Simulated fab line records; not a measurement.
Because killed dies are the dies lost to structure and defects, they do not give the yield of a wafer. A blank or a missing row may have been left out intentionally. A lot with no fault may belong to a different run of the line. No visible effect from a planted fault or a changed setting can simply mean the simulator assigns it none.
The tool behind it: which one? :: flow gf180mcu :: 39 wafers from 13 lots sampled at 4 of the route's 602 steps

== WHAT THE GAUGES SHOWED, per wafer ==
GF_TOP_METAL_CD_MEAS_14: the cd target is 440 nm.
lot: L487
measured: day 28 06:57
on: cdSem-01
cdNm (nm): 439.7 440.9 440.8

lot: L488
measured: day 28 21:54
on: cdSem-01
cdNm (nm): 439.0 440.7 437.4

lot: L489
measured: day 29 03:03
on: cdSem-02
cdNm (nm): 438.8 440.5 443.0

lot: L490
measured: day 29 09:20
on: cdSem-01
cdNm (nm): 442.5 439.1 440.9

lot: L493
measured: day 30 03:14
on: cdSem-01
cdNm (nm): 437.6 441.8 438.3

lot: L494
measured: day 30 17:08
on: cdSem-01
cdNm (nm): 441.9 445.0 444.5

lot: L500
measured: day 32 06:17
on: cdSem-01
cdNm (nm): 441.8 441.5 442.5

lot: L501
measured: day 32 07:35
on: cdSem-02
cdNm (nm): 443.7 443.7 442.5

lot: L502
measured: day 32 17:50
on: cdSem-02
cdNm (nm): 439.9 438.6 439.2

lot: L504
measured: day 33 00:46
on: cdSem-01
cdNm (nm): 442.0 441.7 441.1

lot: L505
measured: day 33 10:26
on: cdSem-02
cdNm (nm): 441.9 441.6 441.3

lot: L507
measured: day 33 18:05
on: cdSem-02
cdNm (nm): 440.2 437.9 438.0

lot: L508
measured: day 33 22:02
on: cdSem-02
cdNm (nm): 442.3 440.1 440.8

== TOOL THAT RAN EACH LOT (tool first, then ch and the chambers of the sampled wafers, then the start) ==
lot: L487
GF_SALICIDE_SPUTTER_02: pvdSputter-04, day 15 08:39
GF_M5_METAL_ETCH_10: rieMetal-03 ch 0,1, day 26 11:37
GF_TOP_METAL_SPUTTER_00: pvdSputter-01, day 27 10:48

lot: L488
GF_SALICIDE_SPUTTER_02: pvdSputter-01, day 15 18:22
GF_M5_METAL_ETCH_10: rieMetal-03 ch 0,1, day 26 22:06
GF_TOP_METAL_SPUTTER_00: pvdSputter-02, day 27 21:55

lot: L489
GF_SALICIDE_SPUTTER_02: pvdSputter-04, day 16 09:51
GF_M5_METAL_ETCH_10: rieMetal-04 ch 0,1, day 27 11:55
GF_TOP_METAL_SPUTTER_00: pvdSputter-01, day 28 10:07

lot: L490
GF_SALICIDE_SPUTTER_02: pvdSputter-04, day 16 16:06
GF_M5_METAL_ETCH_10: rieMetal-03 ch 0,1, day 27 17:24
GF_TOP_METAL_SPUTTER_00: pvdSputter-02, day 28 15:31

lot: L493
GF_SALICIDE_SPUTTER_02: pvdSputter-04, day 17 15:06
GF_M5_METAL_ETCH_10: rieMetal-01 ch 0,1, day 28 12:42
GF_TOP_METAL_SPUTTER_00: pvdSputter-01, day 29 07:58

lot: L494
GF_SALICIDE_SPUTTER_02: pvdSputter-04, day 17 21:57
GF_M5_METAL_ETCH_10: rieMetal-03 ch 0,1, day 29 00:06
GF_TOP_METAL_SPUTTER_00: pvdSputter-04, day 29 22:11

lot: L500
GF_SALICIDE_SPUTTER_02: pvdSputter-04, day 20 09:10
GF_M5_METAL_ETCH_10: rieMetal-03 ch 0,1, day 30 16:28
GF_TOP_METAL_SPUTTER_00: pvdSputter-02, day 31 13:09

lot: L501
GF_SALICIDE_SPUTTER_02: pvdSputter-01, day 20 14:40
GF_M5_METAL_ETCH_10: rieMetal-04 ch 0, day 30 18:05
GF_TOP_METAL_SPUTTER_00: pvdSputter-02, day 31 14:56

lot: L502
GF_SALICIDE_SPUTTER_02: pvdSputter-02, day 20 23:23
GF_M5_METAL_ETCH_10: rieMetal-03 ch 1, day 31 05:22
GF_TOP_METAL_SPUTTER_00: pvdSputter-04, day 32 01:40

lot: L504
GF_SALICIDE_SPUTTER_02: pvdSputter-04, day 21 13:47
GF_M5_METAL_ETCH_10: rieMetal-04 ch 0, day 31 13:01
GF_TOP_METAL_SPUTTER_00: pvdSputter-01, day 32 08:28

lot: L505
GF_SALICIDE_SPUTTER_02: pvdSputter-04, day 22 00:53
GF_M5_METAL_ETCH_10: rieMetal-01 ch 0,1, day 32 00:09
GF_TOP_METAL_SPUTTER_00: pvdSputter-02, day 32 19:04

lot: L507
GF_SALICIDE_SPUTTER_02: pvdSputter-02, day 22 15:24
GF_M5_METAL_ETCH_10: rieMetal-01 ch 0,1, day 32 07:16
GF_TOP_METAL_SPUTTER_00: pvdSputter-01, day 33 02:14

lot: L508
GF_SALICIDE_SPUTTER_02: pvdSputter-01, day 22 22:27
GF_M5_METAL_ETCH_10: rieMetal-03 ch 0,1, day 32 12:00
GF_TOP_METAL_SPUTTER_00: pvdSputter-01, day 33 07:07
- GF_SALICIDE_SPUTTER_02: material Co, target thk 10 nm, time 20 s.
- GF_M5_METAL_ETCH_10: etches the open film in Cl2/BCl3, stops on SiO2, target depth 627.5 nm, time 104.6 s.
- GF_TOP_METAL_SPUTTER_00: material Ti, target thk 37.5 nm, time 150 s.

== WHAT THE TOOLS THEMSELVES READ (means of the sampled wafers that have a number; where no wafer has one, the mark that the record gives instead) ==
GF_SALICIDE_SPUTTER_02.
lot: L487
tool: pvdSputter-04
cathodeDcPowerW (W): 1000.2
throttleValvePct (%): 29.9

lot: L488
tool: pvdSputter-01
cathodeDcPowerW (W): 999.9
throttleValvePct (%): 30.2

lot: L489
tool: pvdSputter-04
cathodeDcPowerW (W): 999.9
throttleValvePct (%): 30.5

lot: L490
tool: pvdSputter-04
cathodeDcPowerW (W): 999.8
throttleValvePct (%): 30.7

lot: L493
tool: pvdSputter-04
cathodeDcPowerW (W): 1000.1
throttleValvePct (%): 30.0

lot: L494
tool: pvdSputter-04
cathodeDcPowerW (W): 999.8
throttleValvePct (%): 30.6

lot: L500
tool: pvdSputter-04
cathodeDcPowerW (W): 1000.1
throttleValvePct (%): 29.9

lot: L501
tool: pvdSputter-01
cathodeDcPowerW (W): 1000.3
throttleValvePct (%): 30.0

lot: L502
tool: pvdSputter-02
cathodeDcPowerW (W): 1000.0
throttleValvePct (%): 29.8

lot: L504
tool: pvdSputter-04
cathodeDcPowerW (W): 1000.0
throttleValvePct (%): 29.1

lot: L505
tool: pvdSputter-04
cathodeDcPowerW (W): 1000.0
throttleValvePct (%): 30.0

lot: L507
tool: pvdSputter-02
cathodeDcPowerW (W): 1000.3
throttleValvePct (%): 29.9

lot: L508
tool: pvdSputter-01
cathodeDcPowerW (W): 999.9
throttleValvePct (%): 30.2

GF_M5_METAL_ETCH_10.
lot: L487
tool: rieMetal-03
drypumpMotorCurrentA (A): 5.5
oesProductAu (a.u.): 0.977
throttleValvePct (%): 28.247

lot: L488
tool: rieMetal-03
drypumpMotorCurrentA (A): 5.5
oesProductAu (a.u.): 0.982
throttleValvePct (%): 28.238

lot: L489
tool: rieMetal-04
drypumpMotorCurrentA (A): 5.7
oesProductAu (a.u.): 0.970
throttleValvePct (%): 28.248

lot: L490
tool: rieMetal-03
drypumpMotorCurrentA (A): 5.5
oesProductAu (a.u.): 0.971
throttleValvePct (%): 28.253

lot: L493
tool: rieMetal-01
drypumpMotorCurrentA (A): 6.1
oesProductAu (a.u.): 0.972
throttleValvePct (%): 28.254

lot: L494
tool: rieMetal-03
drypumpMotorCurrentA (A): 5.5
oesProductAu (a.u.): 0.971
throttleValvePct (%): 28.253

lot: L500
tool: rieMetal-03
drypumpMotorCurrentA (A): 5.5
oesProductAu (a.u.): 0.978
throttleValvePct (%): 28.244

lot: L501
tool: rieMetal-04
drypumpMotorCurrentA (A): 5.8
oesProductAu (a.u.): 0.966
throttleValvePct (%): 28.259

lot: L502
tool: rieMetal-03
drypumpMotorCurrentA (A): 5.4
oesProductAu (a.u.): 0.971
throttleValvePct (%): 28.235

lot: L504
tool: rieMetal-04
drypumpMotorCurrentA (A): 5.8
oesProductAu (a.u.): 0.970
throttleValvePct (%): 28.250

lot: L505
tool: rieMetal-01
drypumpMotorCurrentA (A): 6.1
oesProductAu (a.u.): 0.972
throttleValvePct (%): 28.252

lot: L507
tool: rieMetal-01
drypumpMotorCurrentA (A): 5.7
oesProductAu (a.u.): 0.972
throttleValvePct (%): 28.249

lot: L508
tool: rieMetal-03
drypumpMotorCurrentA (A): 5.5
oesProductAu (a.u.): 0.972
throttleValvePct (%): 28.245

GF_TOP_METAL_SPUTTER_00.
lot: L487
tool: pvdSputter-01
cathodeDcPowerW (W): 3999.3
throttleValvePct (%): 30.0

lot: L488
tool: pvdSputter-02
cathodeDcPowerW (W): 3999.5
throttleValvePct (%): 30.1

lot: L489
tool: pvdSputter-01
cathodeDcPowerW (W): 3999.7
throttleValvePct (%): 30.3

lot: L490
tool: pvdSputter-02
cathodeDcPowerW (W): 4000.4
throttleValvePct (%): 30.0

lot: L493
tool: pvdSputter-01
cathodeDcPowerW (W): 3999.5
throttleValvePct (%): 29.3

lot: L494
tool: pvdSputter-04
cathodeDcPowerW (W): 4000.6
throttleValvePct (%): 30.6

lot: L500
tool: pvdSputter-02
cathodeDcPowerW (W): 3999.7
throttleValvePct (%): 29.5

lot: L501
tool: pvdSputter-02
cathodeDcPowerW (W): 4000.1
throttleValvePct (%): 29.7

lot: L502
tool: pvdSputter-04
cathodeDcPowerW (W): 4000.7
throttleValvePct (%): 30.0

lot: L504
tool: pvdSputter-01
cathodeDcPowerW (W): 4000.2
throttleValvePct (%): 29.7

lot: L505
tool: pvdSputter-02
cathodeDcPowerW (W): 3999.9
throttleValvePct (%): 30.0

lot: L507
tool: pvdSputter-01
cathodeDcPowerW (W): 3999.6
throttleValvePct (%): 29.9

lot: L508
tool: pvdSputter-01
cathodeDcPowerW (W): 4000.5
throttleValvePct (%): 29.7

== THE ANSWER, worked out from the rows above alone ==
Rule: usual is defined by the lots themselves. The widest of any qualifying gaps counts: lots, ordered by their means at a reading, are off when they make up no more than a third of the lots, leave a main group of 4 or more, and stand apart from it by 3 or more times the standard deviation of that group's means. The tables above print the reading to a certain number of digits; a main group whose means all agree to those digits is not used. A lot without any number at a reading at which 4 lots or more have one is off too. Any other lot the step has rows for is counted as sound. Order of review: gauges by route order, followed by the tools' own readings, for which a lot's mean as printed above is used. At the first step where some lot is off, the reading lying furthest off is the one used; lots without a number count as furthest.
Across all readings shown, no lot is off: no conclusion can be drawn from this.

== WHAT THE SIMULATOR PUT IN ==
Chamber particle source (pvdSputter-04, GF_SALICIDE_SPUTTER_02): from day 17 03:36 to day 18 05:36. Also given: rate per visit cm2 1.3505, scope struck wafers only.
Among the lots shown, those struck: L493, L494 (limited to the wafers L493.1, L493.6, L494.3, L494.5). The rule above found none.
